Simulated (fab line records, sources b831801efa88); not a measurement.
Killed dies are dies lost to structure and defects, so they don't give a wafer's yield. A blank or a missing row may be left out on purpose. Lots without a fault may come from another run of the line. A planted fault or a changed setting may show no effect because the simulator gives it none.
Which tool did it? | flow gf180mcu | 24 lots, 72 wafers sampled, at 6 steps of a route of 602

WHAT THE GAUGES READ, wafer by wafer
GF_M4_RS_MEAS_05: measures by four-point-probe. Usual: M4_ALCU_RS 0.0696 ohm/sq, standard deviation 0.00083.
lot  | measured     | on            | M4_ALCU_RS (ohm/sq)  | flag
L074 | day 22 04:00 | film_metro-03 | 0.0682 0.0695 0.0685 |
L075 | day 22 18:16 | film_metro-04 | 0.0692 0.0689 0.0697 |
L077 | day 23 05:26 | film_metro-03 | 0.0700 0.0703 0.0702 |
L076 | day 23 10:49 | film_metro-03 | 0.0688 0.0688 0.0690 |
L078 | day 23 14:08 | film_metro-03 | 0.0697 0.0688 0.0688 |
L079 | day 24 01:13 | film_metro-03 | 0.0701 0.0700 0.0711 |
L080 | day 24 23:39 | film_metro-04 | 0.0685 0.0699 0.0690 |
L081 | day 25 00:55 | film_metro-04 | 0.0698 0.0705 0.0693 |
L082 | day 25 06:20 | film_metro-03 | 0.0682 0.0683 0.0675 |
L083 | day 25 11:24 | film_metro-02 | 0.0693 0.0696 0.0696 |
L084 | day 26 05:35 | film_metro-04 | 0.0703 0.0705 0.0703 |
L085 | day 26 07:09 | film_metro-04 | 0.0707 0.0696 0.0708 |
L086 | day 26 14:38 | film_metro-03 | 0.0704 0.0706 0.0712 |
L087 | day 26 20:12 | film_metro-04 | 0.0691 0.0695 0.0697 |
L088 | day 27 03:42 | film_metro-04 | 0.0707 0.0707 0.0698 |
L089 | day 27 10:43 | film_metro-02 | 0.0692 0.0682 0.0694 |
L090 | day 27 20:43 | film_metro-03 | 0.0687 0.0697 0.0692 |
L091 | day 28 05:47 | film_metro-02 | 0.0691 0.0689 0.0693 |
L092 | day 28 09:56 | film_metro-03 | 0.0709 0.0698 0.0700 |
L093 | day 28 14:10 | film_metro-03 | 0.0691 0.0700 0.0690 |
L094 | day 29 02:13 | film_metro-04 | 0.0687 0.0697 0.0700 |
L095 | day 29 10:02 | film_metro-04 | 0.0701 0.0709 0.0709 |
L096 | day 29 17:54 | film_metro-04 | 0.0703 0.0704 0.0696 |
L097 | day 29 20:40 | film_metro-02 | 0.0694 0.0680 0.0686 |

GF_M4_CD_MEAS_14: target cd 280 nm. Usual: cd_nm 279.7 nm, standard deviation 1.3.
lot  | measured     | on        | cd_nm (nm)        | flag
L074 | day 23 02:46 | cd_sem-01 | 279.8 279.7 280.4 |
L075 | day 23 17:18 | cd_sem-01 | 280.2 278.3 280.3 |
L077 | day 24 03:59 | cd_sem-01 | 281.3 280.4 279.2 |
L076 | day 24 08:33 | cd_sem-01 | 280.5 280.0 279.9 |
L078 | day 24 11:45 | cd_sem-02 | 280.3 280.4 280.1 |
L079 | day 24 22:46 | cd_sem-01 | 283.1 282.8 283.3 |
L080 | day 25 21:10 | cd_sem-01 | 280.8 280.2 280.3 |
L081 | day 25 22:29 | cd_sem-01 | 279.5 278.9 279.5 |
L082 | day 26 04:07 | cd_sem-01 | 278.3 278.6 279.4 |
L083 | day 26 08:18 | cd_sem-01 | 278.7 279.6 277.5 |
L084 | day 27 02:10 | cd_sem-02 | 279.2 277.6 278.0 |
L085 | day 27 04:36 | cd_sem-02 | 282.2 281.5 282.4 |
L086 | day 27 12:43 | cd_sem-01 | 279.5 279.3 279.3 |
L087 | day 27 16:10 | cd_sem-02 | 280.1 278.7 279.0 |
L088 | day 27 23:20 | cd_sem-02 | 279.8 280.5 279.7 |
L089 | day 28 06:37 | cd_sem-01 | 280.6 280.7 280.2 |
L090 | day 28 15:42 | cd_sem-02 | 279.0 278.6 278.6 |
L091 | day 29 00:56 | cd_sem-02 | 278.3 277.5 277.7 |
L092 | day 29 04:58 | cd_sem-02 | 280.2 279.5 279.2 |
L093 | day 29 09:38 | cd_sem-02 | 279.5 280.4 280.1 |
L094 | day 29 20:44 | cd_sem-02 | 278.8 279.7 279.1 |
L095 | day 30 04:59 | cd_sem-01 | 280.0 279.1 280.9 |
L096 | day 30 12:17 | cd_sem-01 | 277.6 278.1 277.3 |
L097 | day 30 14:24 | cd_sem-01 | 278.7 279.4 277.7 |

GF_TOP_METAL_THK_MEAS_06: measures by xrf. Usual: TOP_METAL_ALCU_THK 886 nm, standard deviation 8.6.
lot  | measured     | on            | TOP_METAL_ALCU_THK (nm) | flag
L074 | day 27 00:17 | film_metro-02 | 884 879 886             |
L075 | day 27 14:45 | film_metro-04 | 886 884 875             |
L077 | day 28 00:14 | film_metro-04 | 890 877 896             |
L076 | day 28 04:47 | film_metro-02 | 882 872 894             |
L078 | day 28 06:58 | film_metro-02 | 876 874 879             |
L079 | day 28 16:41 | film_metro-02 | 885 886 894             |
L080 | day 29 13:02 | film_metro-04 | 871 877 889             |
L081 | day 29 14:29 | film_metro-02 | 880 895 892             |
L082 | day 29 18:46 | film_metro-02 | 890 889 891             |
L083 | day 29 23:17 | film_metro-04 | 889 873 888             |
L084 | day 30 13:27 | film_metro-02 | 865 878 882             |
L085 | day 30 16:37 | film_metro-02 | 887 903 876             |
L086 | day 31 00:36 | film_metro-04 | 883 888 886             |
L087 | day 31 03:26 | film_metro-03 | 888 886 894             |
L088 | day 31 09:28 | film_metro-04 | 885 886 892             |
L089 | day 31 14:46 | film_metro-04 | 883 894 885             |
L090 | day 31 23:32 | film_metro-03 | 895 892 895             |
L091 | day 32 07:43 | film_metro-02 | 892 894 889             |
L092 | day 32 11:45 | film_metro-03 | 879 886 874             |
L093 | day 32 15:01 | film_metro-03 | 897 891 887             |
L094 | day 33 00:30 | film_metro-02 | 874 884 890             |
L095 | day 33 07:44 | film_metro-03 | 904 908 903             |
L096 | day 33 13:41 | film_metro-04 | 874 873 882             |
L097 | day 33 17:28 | film_metro-04 | 884 889 888             |

WHICH TOOL RAN EACH LOT (tool, then ch and the chambers of the sampled wafers, then the start)
lot  | GF_MIM_SPUTTER_01            | GF_MIM_SPUTTER_03            | GF_M5_ETCH_09
L074 | pvd_sputter-03, day 24 03:54 | pvd_sputter-03, day 24 03:58 | rie_diel-04 ch 0,3, day 25 23:58
L075 | pvd_sputter-02, day 24 18:43 | pvd_sputter-02, day 24 18:47 | rie_diel-03 ch 0,3, day 26 13:51
L077 | pvd_sputter-03, day 25 05:27 | pvd_sputter-03, day 25 05:31 | rie_diel-03 ch 0,2,3, day 27 00:27
L076 | pvd_sputter-03, day 25 09:55 | pvd_sputter-03, day 25 09:58 | rie_diel-03 ch 0,3, day 27 05:18
L078 | pvd_sputter-03, day 25 12:49 | pvd_sputter-03, day 25 12:52 | rie_diel-04 ch 1,2,3, day 27 07:07
L079 | pvd_sputter-01, day 25 23:24 | pvd_sputter-01, day 25 23:28 | rie_diel-02 ch 1,2,3, day 27 18:28
L080 | pvd_sputter-02, day 26 20:55 | pvd_sputter-02, day 26 20:58 | rie_diel-02 ch 0,1,3, day 28 14:16
L081 | pvd_sputter-02, day 26 22:57 | pvd_sputter-02, day 26 23:01 | rie_diel-02 ch 1,2,3, day 28 16:06
L082 | pvd_sputter-01, day 27 04:08 | pvd_sputter-01, day 27 04:12 | rie_diel-02 ch 1,2,3, day 28 20:25
L083 | pvd_sputter-02, day 27 08:49 | pvd_sputter-02, day 27 08:52 | rie_diel-03 ch 1,2, day 29 01:31
L084 | pvd_sputter-02, day 28 01:21 | pvd_sputter-02, day 28 01:25 | rie_diel-02 ch 1,2,3, day 29 15:25
L085 | pvd_sputter-02, day 28 03:49 | pvd_sputter-02, day 28 03:52 | rie_diel-04 ch 2,3, day 29 19:06
L086 | pvd_sputter-03, day 28 12:21 | pvd_sputter-03, day 28 12:25 | rie_diel-04 ch 0,2,3, day 30 03:09
L087 | pvd_sputter-03, day 28 15:01 | pvd_sputter-03, day 28 15:04 | rie_diel-02 ch 0,3, day 30 06:03
L088 | pvd_sputter-01, day 28 21:59 | pvd_sputter-01, day 28 22:02 | rie_diel-02 ch 1,2, day 30 12:12
L089 | pvd_sputter-02, day 29 04:40 | pvd_sputter-02, day 29 04:43 | rie_diel-03 ch 0,2, day 30 17:42
L090 | pvd_sputter-02, day 29 13:52 | pvd_sputter-02, day 29 13:55 | rie_diel-03 ch 0,3, day 31 03:33
L091 | pvd_sputter-02, day 29 22:55 | pvd_sputter-02, day 29 22:59 | rie_diel-04 ch 0,1,2, day 31 11:37
L092 | pvd_sputter-01, day 30 03:17 | pvd_sputter-01, day 30 03:21 | rie_diel-03 ch 1,2, day 31 15:43
L093 | pvd_sputter-03, day 30 07:10 | pvd_sputter-03, day 30 07:13 | rie_diel-04 ch 1,2, day 31 19:03
L094 | pvd_sputter-02, day 30 17:13 | pvd_sputter-02, day 30 17:16 | rie_diel-03 ch 0,1,3, day 32 04:54
L095 | pvd_sputter-01, day 31 02:14 | pvd_sputter-01, day 31 02:18 | rie_diel-02 ch 1,2,3, day 32 12:34
L096 | pvd_sputter-03, day 31 09:45 | pvd_sputter-03, day 31 09:49 | rie_diel-03 ch 1,2, day 32 19:04
L097 | pvd_sputter-02, day 31 11:59 | pvd_sputter-02, day 31 12:03 | rie_diel-04 ch 0,1,2, day 32 22:06
- GF_MIM_SPUTTER_01: material TiN, target thk 30 nm, time 25 s.
- GF_MIM_SPUTTER_03: material Ti, target thk 10 nm, time 6.7 s.
- GF_M5_ETCH_09: etches Si3N4 in CF4/O2, target depth 52 nm, time 11.6 s.

WHAT THE TOOLS THEMSELVES READ (means of the sampled wafers that have a number; where no wafer has one, the mark that the record gives instead)
GF_MIM_SPUTTER_01. Usual: cathode_dc_power_W 6500.0 W, standard deviation 1.3; throttle_valve_pct 30.4 %, standard deviation 0.88.
lot  | tool           | cathode_dc_power_W (W) | throttle_valve_pct (%) | flag
L074 | pvd_sputter-03 | 6499.4                 | 29.4                   |
L075 | pvd_sputter-02 | 6499.6                 | 30.6                   |
L077 | pvd_sputter-03 | 6500.1                 | 29.1                   |
L076 | pvd_sputter-03 | 6500.2                 | 29.1                   |
L078 | pvd_sputter-03 | 6498.8                 | 29.2                   |
L079 | pvd_sputter-01 | 6499.4                 | 31.1                   |
L080 | pvd_sputter-02 | 6500.8                 | 31.1                   |
L081 | pvd_sputter-02 | 6500.0                 | 30.2                   |
L082 | pvd_sputter-01 | 6498.8                 | 31.1                   |
L083 | pvd_sputter-02 | 6499.7                 | 30.7                   |
L084 | pvd_sputter-02 | 6500.6                 | 30.8                   |
L085 | pvd_sputter-02 | 6500.3                 | 30.6                   |
L086 | pvd_sputter-03 | 6498.7                 | 29.5                   |
L087 | pvd_sputter-03 | 6499.2                 | 29.3                   |
L088 | pvd_sputter-01 | 6499.9                 | 31.2                   |
L089 | pvd_sputter-02 | 6500.9                 | 30.8                   |
L090 | pvd_sputter-02 | 6499.7                 | 31.0                   |
L091 | pvd_sputter-02 | 6500.7                 | 30.6                   |
L092 | pvd_sputter-01 | 6500.8                 | 31.0                   |
L093 | pvd_sputter-03 | 6499.6                 | 29.5                   |
L094 | pvd_sputter-02 | 6500.4                 | 30.6                   |
L095 | pvd_sputter-01 | 6499.1                 | 31.7                   |
L096 | pvd_sputter-03 | 6499.7                 | 29.7                   |
L097 | pvd_sputter-02 | 6500.0                 | 31.0                   |

GF_MIM_SPUTTER_03. Usual: cathode_dc_power_W 3000.0 W, standard deviation 0.51; throttle_valve_pct 30.3 %, standard deviation 0.9.
lot  | tool           | cathode_dc_power_W (W) | throttle_valve_pct (%) | flag
L074 | pvd_sputter-03 | 3000.1                 | 29.3                   |
L075 | pvd_sputter-02 | 2999.9                 | 30.6                   |
L077 | pvd_sputter-03 | 3000.0                 | 29.2                   |
L076 | pvd_sputter-03 | 2999.6                 | 29.5                   |
L078 | pvd_sputter-03 | 3000.3                 | 29.0                   |
L079 | pvd_sputter-01 | 2999.6                 | 31.1                   |
L080 | pvd_sputter-02 | 2999.7                 | 31.0                   |
L081 | pvd_sputter-02 | 3000.0                 | 30.2                   |
L082 | pvd_sputter-01 | 2999.5                 | 31.0                   |
L083 | pvd_sputter-02 | 3000.2                 | 30.6                   |
L084 | pvd_sputter-02 | 3000.0                 | 30.5                   |
L085 | pvd_sputter-02 | 3000.0                 | 30.6                   |
L086 | pvd_sputter-03 | 2999.7                 | 29.3                   |
L087 | pvd_sputter-03 | 3000.3                 | 29.2                   |
L088 | pvd_sputter-01 | 3000.0                 | 31.1                   |
L089 | pvd_sputter-02 | 3000.0                 | 30.8                   |
L090 | pvd_sputter-02 | 3000.1                 | 30.9                   |
L091 | pvd_sputter-02 | 3000.0                 | 30.7                   |
L092 | pvd_sputter-01 | 3000.4                 | 31.3                   |
L093 | pvd_sputter-03 | 2999.8                 | 29.6                   |
L094 | pvd_sputter-02 | 3000.1                 | 30.7                   |
L095 | pvd_sputter-01 | 3000.1                 | 31.7                   |
L096 | pvd_sputter-03 | 2999.7                 | 29.7                   |
L097 | pvd_sputter-02 | 3000.0                 | 30.9                   |

GF_M5_ETCH_09. Usual: drypump_motor_current_A 6.0 A, standard deviation 0.36; oes_product_au 0.998 a.u., standard deviation 0.0098; throttle_valve_pct 5.969 %, standard deviation 0.01.
lot  | tool        | drypump_motor_current_A (A) | oes_product_au (a.u.) | throttle_valve_pct (%) | flag
L074 | rie_diel-04 | 6.1                         | 1.012                 | 5.976                  |
L075 | rie_diel-03 | 6.3                         | 0.994                 | 5.959                  |
L077 | rie_diel-03 | 6.1                         | 0.988                 | 5.972                  |
L076 | rie_diel-03 | 6.3                         | 0.990                 | 5.975                  |
L078 | rie_diel-04 | 6.1                         | 1.000                 | 5.964                  |
L079 | rie_diel-02 | 5.8                         | 0.996                 | 5.968                  |
L080 | rie_diel-02 | 5.7                         | 0.998                 | 5.970                  |
L081 | rie_diel-02 | 5.8                         | 1.000                 | 5.966                  |
L082 | rie_diel-02 | 5.8                         | 0.990                 | 5.971                  |
L083 | rie_diel-03 | 5.7                         | 1.002                 | 5.972                  |
L084 | rie_diel-02 | 5.8                         | 0.996                 | 5.959                  |
L085 | rie_diel-04 | 6.4                         | 1.003                 | 5.966                  |
L086 | rie_diel-04 | 6.3                         | 1.002                 | 5.966                  |
L087 | rie_diel-02 | 5.4                         | 1.003                 | 5.977                  |
L088 | rie_diel-02 | 6.0                         | 0.987                 | 5.962                  |
L089 | rie_diel-03 | 6.0                         | 1.001                 | 5.971                  |
L090 | rie_diel-03 | 6.3                         | 0.991                 | 5.970                  |
L091 | rie_diel-04 | 6.0                         | 0.999                 | 5.968                  |
L092 | rie_diel-03 | 5.7                         | 1.004                 | 5.960                  |
L093 | rie_diel-04 | 5.9                         | 0.997                 | 5.979                  |
L094 | rie_diel-03 | 6.1                         | 0.989                 | 5.965                  |
L095 | rie_diel-02 | 5.8                         | 0.998                 | 5.969                  |
L096 | rie_diel-03 | 5.7                         | 1.006                 | 5.972                  |
L097 | rie_diel-04 | 6.1                         | 0.997                 | 5.977                  |

THE ANSWER, worked out from the rows above alone
Rule: a lot is off if the mean of its wafers that have a number lies more than 3 standard deviations from the usual mean. A lot without any number at a reading at which 4 lots or more have one is off too. The other lots that the step has rows for count as sound. The gauges are gone through in route order, then the tools' own readings, and for those a lot's mean is taken as printed above. The first step at which some lot is off is used, and at that step the reading that is off furthest; a lot without a number counts as furthest.
No lot is off at any reading shown: from this, nothing can be told.

WHAT THE SIMULATOR HAD PUT IN
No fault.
